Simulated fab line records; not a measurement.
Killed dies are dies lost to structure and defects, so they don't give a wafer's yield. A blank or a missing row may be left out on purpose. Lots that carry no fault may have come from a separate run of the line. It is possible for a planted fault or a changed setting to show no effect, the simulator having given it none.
The same fault as seen by 2 desks / flow sky130 / every desk sees just its own numbers, and what lay behind them comes last

AT THE METROLOGY DESK
What the gauges read for every lot (on any tool): the sampled wafers with a number, averaged. The brackets show how far a lot's mean lies from the usual mean; more than 4 standard deviations puts the lot out of limits, marked OUT.
Columns: A = NWELL_OXIDATION_THK at SKY_NWELL_THK_MEAS_02, usual 9.91 nm; B = PWDE_TW at SKY_PWDE_TW_MEAS_10, usual 373.0
lot=L952; first seen here=day 2 13:23; A=10.11; B=374.0
lot=L954; first seen here=day 2 21:31; A=9.99; B=370.5
lot=L956; first seen here=day 3 07:55; A=9.85; B=371.5
lot=L957; first seen here=day 3 14:29; A=9.84; B=374.4
lot=L958; first seen here=day 3 18:38; A=10.02; B=374.3
lot=L960; first seen here=day 4 06:02; A=9.75; B=370.0
lot=L961; first seen here=day 4 12:06; A=9.88; B=373.0
lot=L962; first seen here=day 4 14:15; A=10.34; B=377.6
lot=L963; first seen here=day 4 23:05; A=10.10; B=374.2
lot=L964; first seen here=day 5 04:32; A=9.85; B=373.4
lot=L968; first seen here=day 6 01:10; A=10.00; B=368.9
lot=L974; first seen here=day 7 09:02; A=9.77; B=370.6
lot=L975; first seen here=day 7 11:56; A=9.84; B=374.4
This desk's finding: nothing out of limits on any of the 13 lots.

TOOL OWNER'S DESK, rieDiel-04
The tool's own readings at SKY_FIELD_ISO_ETCH_14 (etches BARC in N2/H2, stops on SiO2, time 45.9 s, target depth 60 nm): means of the sampled wafers that have a number, for each lot that ran on this tool. The brackets show how far a lot's mean lies from the usual mean; more than 4 standard deviations puts the lot out of limits, marked OUT.
Columns: A = drypumpMotorCurrentA at SKY_FIELD_ISO_ETCH_14, usual 5.8 A; B = oesProductAu at SKY_FIELD_ISO_ETCH_14, usual 0.856 a.u.; C = runLengthS at SKY_FIELD_ISO_ETCH_14, usual 74.2 s; D = throttleValvePct at SKY_FIELD_ISO_ETCH_14, usual 13.225 %
lot=L958; first seen here=day 3 11:20; A=5.9; B=0.851; C=73.9; D=13.230
lot=L962; first seen here=day 4 07:26; A=5.9; B=0.855; C=74.0; D=13.232
lot=L963; first seen here=day 4 14:41; A=5.9; B=0.859; C=74.3; D=13.223
lot=L968; first seen here=day 5 16:29; A=6.0; B=0.817 (-8.5) OUT; C=79.2 (+16) OUT; D=13.228
This desk's finding: out of limits on L968; first on L968, day 5 16:29 (oesProductAu at SKY_FIELD_ISO_ETCH_14). In limits: L958, L962, L963.

TAKEN TOGETHER
At day 5 16:29, on L968, the tool owner's desk was in a position to raise an alarm.
The metrology desk saw nothing out of limits.
The metrology desk has L968 on record, within its limits.
On rieDiel-04, each named lot ran SKY_FIELD_ISO_ETCH_14.

WHAT THE SIMULATOR HAD PUT IN
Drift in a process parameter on rieDiel-04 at SKY_FIELD_ISO_ETCH_14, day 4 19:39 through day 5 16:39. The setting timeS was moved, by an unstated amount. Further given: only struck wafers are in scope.
Lots struck among those shown: L968.
Each desk's first reading out of limits, in hours after the fault started: the tool owner's desk, 21.
